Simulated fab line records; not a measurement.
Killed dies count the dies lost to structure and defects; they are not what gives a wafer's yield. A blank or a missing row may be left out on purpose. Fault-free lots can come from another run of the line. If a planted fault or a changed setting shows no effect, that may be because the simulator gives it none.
One fault through the eyes of 2 desks | flow gf180mcu | what lay behind the numbers comes last; until then each desk has only its own

== THE METROLOGY DESK ==
What the gauges read, lot by lot, whatever tool the lot ran on: means of the sampled wafers that have a number. Marked OUT: a lot whose mean sits more than 4 standard deviations from the usual mean, which makes it out of limits; the brackets give that distance. Shown here are 7 of its 9 readings, the ones lying furthest out on some lot.
Columns: A = V2_W_RS at GF_V2_RS_MEAS_24, usual 0.328 ohm/sq; B = V2_W_THK at GF_V2_THK_MEAS_25, usual 356 nm; C = M3_ALCU_RS at GF_M3_RS_MEAS_05, usual 0.0695 ohm/sq; D = M3_ALCU_THK at GF_M3_THK_MEAS_06, usual 445 nm; E = V3_CVD_00_THK at GF_V3_THK_MEAS_01, usual 599 nm; F = V3_CVD_02_THK at GF_V3_THK_MEAS_03, usual 852 nm; G = V3_BOW at GF_V3_BOW_MEAS_05, usual 116 um
lot  | first seen here | A     | B   | C      | D   | E   | F   | G
L623 | day 20 18:17    | 0.324 | 357 | 0.0690 | 449 | 606 | 854 | 127
L627 | day 22 12:23    | 0.329 | 354 | 0.0707 | 439 | 607 | 843 | 118
L628 | day 22 20:34    | 0.320 | 365 | 0.0698 | 443 | 596 | 846 | 120
L634 | day 25 01:16    | 0.329 | 349 | 0.0698 | 445 | 603 | 853 | 124
L635 | day 25 05:09    | 0.323 | 365 | 0.0681 | 458 | 595 | 838 | 116
L642 | day 27 18:26    | 0.334 | 346 | 0.0693 | 448 | 601 | 859 | 114
This desk found nothing out of limits on any of the 6 lots.

== DESK OF THE TOOL OWNER: pvd_sputter-02 ==
The tool's own readings at GF_M3_SPUTTER_04 (material TiN, target thk 50 nm, time 41.7 s): means of the sampled wafers that have a number, for each lot that ran on this tool. Marked OUT: a lot whose mean sits more than 4 standard deviations from the usual mean, which makes it out of limits; the brackets give that distance.
Columns: A = throttle_valve_pct at GF_M3_SPUTTER_04, usual 29.5 %
lot  | first seen here | A
L623 | day 20 18:56    | 29.4
L634 | day 25 01:59    | 28.8
L635 | day 25 05:49    | 29.8
This desk found nothing out of limits on any of the 3 lots.

== TAKEN TOGETHER ==
The metrology desk saw nothing out of limits.
Nothing out of limits was seen by the tool owner's desk.

== WHAT WAS PUT IN BY THE SIMULATOR ==
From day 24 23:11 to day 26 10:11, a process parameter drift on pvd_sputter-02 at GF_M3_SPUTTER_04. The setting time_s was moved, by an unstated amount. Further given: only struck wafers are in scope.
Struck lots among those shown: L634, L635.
